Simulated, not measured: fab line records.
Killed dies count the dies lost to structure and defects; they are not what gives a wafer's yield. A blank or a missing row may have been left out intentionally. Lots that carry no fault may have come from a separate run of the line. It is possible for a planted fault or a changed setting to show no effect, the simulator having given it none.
Check of tool commonality ; flow gf180mcu ; 11 lots, 33 wafers sampled

WHY IT WAS OPENED
At GF_PSD_TW_MEAS_11 the reading PSD_TW is flagged on 2 of 11 lots. No-fault wafers: 3200, standard deviation 17.
Rule: a lot is flagged when every wafer of it that has a number lies more than 4 standard deviations from that mean, or none has a number. The other lots count as sound.

lot;measured;on;PSD_TW, wafer by wafer;flag
L287;day 14 07:56;film-metro-01;3187 3199 3190;
L288;day 14 21:58;film-metro-02;3203 3216 3218;
L292;day 16 09:58;film-metro-02;3197 3190 3199;
L293;day 16 11:13;film-metro-02;3207 3211 3216;
L294;day 17 00:16;film-metro-04;3167 3177 3187;
L301;day 19 08:42;film-metro-04;3229 3217 3217;
L302;day 19 21:56;film-metro-02;31 30 30;FLAGGED
L303;day 19 22:29;film-metro-02;3212 3219 3217;
L305;day 20 12:31;film-metro-01;3189 3192 3193;
L307;day 21 00:01;film-metro-01;30 30 30;FLAGGED
L309;day 21 19:01;film-metro-02;3202 3204 3222;
On average the flagged lots read 30, which is -3170 against the usual, or -99 or more standard deviations.

WHICH TOOL EACH LOT WENT THROUGH
The record holds 1 process step before the reading, out of a route of 602 steps. Every cell lists first the tool, next ch and the chambers used by the sampled wafers, and last the start.
lot;flag;GF_PSD_DEVELOP_06
L287;;litho-track-02 ch 0, day 14 07:24
L288;;litho-track-04 ch 0, day 14 21:25
L292;;litho-track-02 ch 0, day 16 09:24
L293;;litho-track-02 ch 0, day 16 10:39
L294;;litho-track-04 ch 0, day 16 23:43
L301;;litho-track-04 ch 0, day 19 08:08
L302;FLAGGED;litho-track-02 ch 0, day 19 21:24
L303;;litho-track-04 ch 0, day 19 21:58
L305;;litho-track-04 ch 0, day 20 11:59
L307;FLAGGED;litho-track-02 ch 0, day 20 23:29
L309;;litho-track-04 ch 0, day 21 18:28
These steps, and what they do:
- GF_PSD_DEVELOP_06: develop time 60 s.
- GF_PSD_TW_MEAS_11

FLAGGED OVER TOTAL, TOOL BY TOOL (the gauges that took the reading come last)
step;tool;lots run;flagged;share of the flagged lots;sound lots run after its first flagged lot
GF_PSD_DEVELOP_06;litho-track-02;5;2;all;0
GF_PSD_DEVELOP_06;litho-track-04;6;0;none;-
GF_PSD_TW_MEAS_11;film-metro-01;3;1;some;0
GF_PSD_TW_MEAS_11;film-metro-02;6;1;some;2 (L303,L309)
GF_PSD_TW_MEAS_11;film-metro-04;2;0;none;-

WHAT THE TABLE ALLOWS
1 row of the table ran every flagged lot: litho-track-02 at GF_PSD_DEVELOP_06.
- litho-track-02 at GF_PSD_DEVELOP_06 ran 5 lots, 2 of them flagged. Last sound lot L293 at day 16 10:39, first flagged lot L302 at day 19 21:24; a fault beginning in between fits.
Left over: one tool, litho-track-02 at GF_PSD_DEVELOP_06.

WHAT HAD BEEN PUT IN BY THE SIMULATOR
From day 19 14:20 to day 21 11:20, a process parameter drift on litho-track-02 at GF_PSD_DEVELOP_06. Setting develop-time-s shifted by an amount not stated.
Struck lots among those shown: L302, L307. The same result came from the rule above.
